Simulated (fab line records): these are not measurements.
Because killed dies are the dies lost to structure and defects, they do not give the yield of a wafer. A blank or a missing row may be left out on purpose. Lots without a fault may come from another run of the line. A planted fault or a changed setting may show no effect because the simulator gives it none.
Problem report, 8D (eight disciplines) form, completed by code -- flow sky130 -- the parts of the form that need people (team, actions taken, sign-off) are left out

1. THE ISSUE
A mean of 5.584 Pa is read at SKY_VIA1_SPUTTER_20 for chamber-pressure-pa, taken on 1 wafer of 1 lot, against 4.998 Pa (standard deviation 0.0089) on wafers free of any fault. Relative to the usual mean, that is a shift of +66 standard deviations.
The step: material TiN, target thk 20 nm, time 80 s.
Earliest sighting: wafer L595.2 on pvd-sputter-02 at day 36 13:40. At this step, 15 wafers from 5 lots have a number in the record. The rule behind "out" and "out of limits": a value lying over 4 standard deviations away from the usual mean. The rest of the wafers with a number are treated as sound.

2. WHAT IT IS; WHAT IT IS NOT
question,is,is not
which readings at this step,chamber-pressure-pa,-
which lots,L595,"L593, L607, L608, L610"
which wafers of those lots,L595.2,"L595.1, L595.5"
read on which tools,pvd-sputter-02,pvd-sputter-04
when,from day 36 13:40,"up to then (5 sound wafers); but 9 sound wafers of L607, L608, L610 came after"

3. WHAT RULES OUT EACH SUSPECT
Counting: a tool at a process step up to the reading stays a suspect if it ran every lot that is out. Sound lots after the first of them don't rule it out here, since some wafers of a struck lot are sound.
- rie-diel-02 at SKY_VIA1_ETCH_14 (etches BARC in N2/H2, stops on SiO2, time 45.9 s, target depth 60 nm): kept. It ran the lot that is out, L595 (day 36 12:59).
- rie-diel-02 at SKY_VIA1_ETCH_15 (etches SiO2 in C4F8/O2/Ar, stops on TiN, target depth 351 nm, time 54 s): kept. It ran the lot that is out, L595 (day 36 13:02).
- plasma-asher-04 at SKY_VIA1_STRIP_16 (strips in O2/N2): kept. It ran the lot that is out, L595 (day 36 13:04); its last sound lot up to then is L593 (day 35 22:40).
- pvd-sputter-02 at SKY_VIA1_SPUTTER_20 (material TiN, target thk 20 nm, time 80 s): kept. It ran the lot that is out, L595 (day 36 13:40); its last sound lot up to then is L593 (day 35 23:15). On those wafers its own readings are out: chamber-pressure-pa.
- In rie-diel-02 at SKY_VIA1_ETCH_14, the wafers that are out were processed in chamber 3 and their sound lot-mates in chambers 0, 2.
- In rie-diel-02 at SKY_VIA1_ETCH_15, the wafers that are out were processed in chamber 3 and their sound lot-mates in chambers 0, 2.
- The sound lot-mates ran in chamber 0 of plasma-asher-04 at SKY_VIA1_STRIP_16, but the wafers that are out ran in chamber 1.
Left after counting: rie-diel-02 at SKY_VIA1_ETCH_14, rie-diel-02 at SKY_VIA1_ETCH_15, plasma-asher-04 at SKY_VIA1_STRIP_16, pvd-sputter-02 at SKY_VIA1_SPUTTER_20.

4. THE CAUSE (what the simulator had put in)
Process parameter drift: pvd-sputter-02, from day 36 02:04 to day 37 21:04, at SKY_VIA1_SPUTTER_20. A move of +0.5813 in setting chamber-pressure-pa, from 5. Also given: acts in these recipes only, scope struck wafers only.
Counting left 4 suspects, and this tool is among them.

5. THE EFFECT CHAIN, in route order
Each row: a reading where the mean over the struck wafers with a number is more than 3 standard deviations away from the usual. Only readings for which the record gives a usual standard deviation are gone through. hours: the time from each lot's start at the first step in this table that gives one to its start at this step, as a median over the lots. sigmas: the change in usual standard deviations.
hours,step,reading,usual,on struck wafers,change,sigmas
0,SKY_VIA1_SPUTTER_20,chamber-pressure-pa,4.998 Pa,5.584,+0.586,+66
0,SKY_VIA1_SPUTTER_20,throttle-valve-pct,30.2 %,27.7,-2.5,-3.1
Process steps it contains:
- SKY_VIA1_SPUTTER_20: material TiN, target thk 20 nm, time 80 s.

6. HOW IT WOULD HAVE BEEN CAUGHT EARLIER
In this record no reading fell out of limits until day 36 13:40, 12 hours after the fault had begun at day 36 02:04.
